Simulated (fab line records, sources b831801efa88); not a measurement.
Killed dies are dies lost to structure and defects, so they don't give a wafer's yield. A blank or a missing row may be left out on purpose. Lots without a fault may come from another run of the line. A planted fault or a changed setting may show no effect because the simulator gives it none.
Which tool did it? | flow sky130 | 11 lots, 33 wafers sampled, at 3 steps of a route of 708

WHAT THE GAUGES READ, wafer by wafer
SKY_VT_ADJUST_LVTN_TW_MEAS_10.
lot  | measured     | on            | VT_ADJUST_LVTN_TW
L107 | day 8 08:27  | film_metro-03 | 243.6 244.1 243.1
L110 | day 8 23:45  | film_metro-03 | 243.9 242.2 243.9
L111 | day 9 00:43  | film_metro-02 | 242.0 240.8 239.9
L112 | day 9 09:13  | film_metro-03 | 243.1 242.7 240.5
L114 | day 9 21:10  | film_metro-03 | 30.1 30.2 30.2 29.9 30.2 30.1
L122 | day 12 07:15 | film_metro-02 | 243.8 242.3 242.5
L123 | day 12 14:17 | film_metro-03 | 241.5 243.3 242.3
L125 | day 12 20:58 | film_metro-04 | 237.8 236.8 237.6
L124 | day 12 22:04 | film_metro-04 | 238.0 238.8 239.4
L126 | day 13 02:12 | film_metro-04 | 238.7 239.4 240.4
L127 | day 13 06:50 | film_metro-02 | 243.9 245.3 243.7

WHICH TOOL RAN EACH LOT (tool, then ch and the chambers of the sampled wafers, then the start)
lot  | SKY_VT_ADJUST_HVTP_STRIP_10          | SKY_VT_ADJUST_LVTN_STRIP_09
L107 | plasma_asher-04 ch 0,1, day 7 10:10  | plasma_asher-01 ch 0,1, day 8 08:21
L110 | plasma_asher-04 ch 0,1, day 8 01:28  | plasma_asher-01 ch 0,1, day 8 23:39
L111 | plasma_asher-03 ch 0,1, day 8 02:28  | plasma_asher-01 ch 0,1, day 9 00:36
L112 | plasma_asher-02 ch 0,1, day 8 10:59  | plasma_asher-03 ch 0,1, day 9 09:06
L114 | plasma_asher-02 ch 0,1, day 8 23:21  | plasma_asher-04 ch 0,1, day 9 21:04
L122 | plasma_asher-04 ch 0,1, day 11 07:10 | plasma_asher-03 ch 0,1, day 12 07:10
L123 | plasma_asher-02 ch 0,1, day 11 13:58 | plasma_asher-04 ch 0,1, day 12 14:12
L125 | plasma_asher-04 ch 0,1, day 11 19:54 | plasma_asher-01 ch 0,1, day 12 20:52
L124 | plasma_asher-03 ch 0,1, day 11 20:52 | plasma_asher-03 ch 0,1, day 12 21:59
L126 | plasma_asher-03 ch 0,1, day 12 01:13 | plasma_asher-04 ch 0,1, day 13 02:06
L127 | plasma_asher-02 ch 0,1, day 12 05:26 | plasma_asher-04 ch 0,1, day 13 06:45
- SKY_VT_ADJUST_HVTP_STRIP_10: strips in O2/N2.
- SKY_VT_ADJUST_LVTN_STRIP_09: strips in O2/N2.

THE ANSWER, worked out from the rows above alone
Rule: what is usual is taken from the lots themselves. Put in order of their means at a reading, lots are off if they are a third of the lots or fewer, leave a main group of 4 or more, and stand apart from it by a gap of 3 or more times the standard deviation of the main group's means; of several such gaps the widest counts. A main group whose means are all the same, to the digits that the tables above print for the reading, isn't used. A lot without any number at a reading at which 4 lots or more have one is off too. The other lots that the step has rows for count as sound.
Off: L114, at SKY_VT_ADJUST_LVTN_TW_MEAS_10 (VT_ADJUST_LVTN_TW). The main group: mean 241.5, standard deviation 2.2.
A tool fits if, at a process step before that reading, it ran every lot that is off, and no sound lot after the first of them. The gauges at SKY_VT_ADJUST_LVTN_TW_MEAS_10 are tried like those tools. None of those tried fits.

WHAT THE SIMULATOR HAD PUT IN
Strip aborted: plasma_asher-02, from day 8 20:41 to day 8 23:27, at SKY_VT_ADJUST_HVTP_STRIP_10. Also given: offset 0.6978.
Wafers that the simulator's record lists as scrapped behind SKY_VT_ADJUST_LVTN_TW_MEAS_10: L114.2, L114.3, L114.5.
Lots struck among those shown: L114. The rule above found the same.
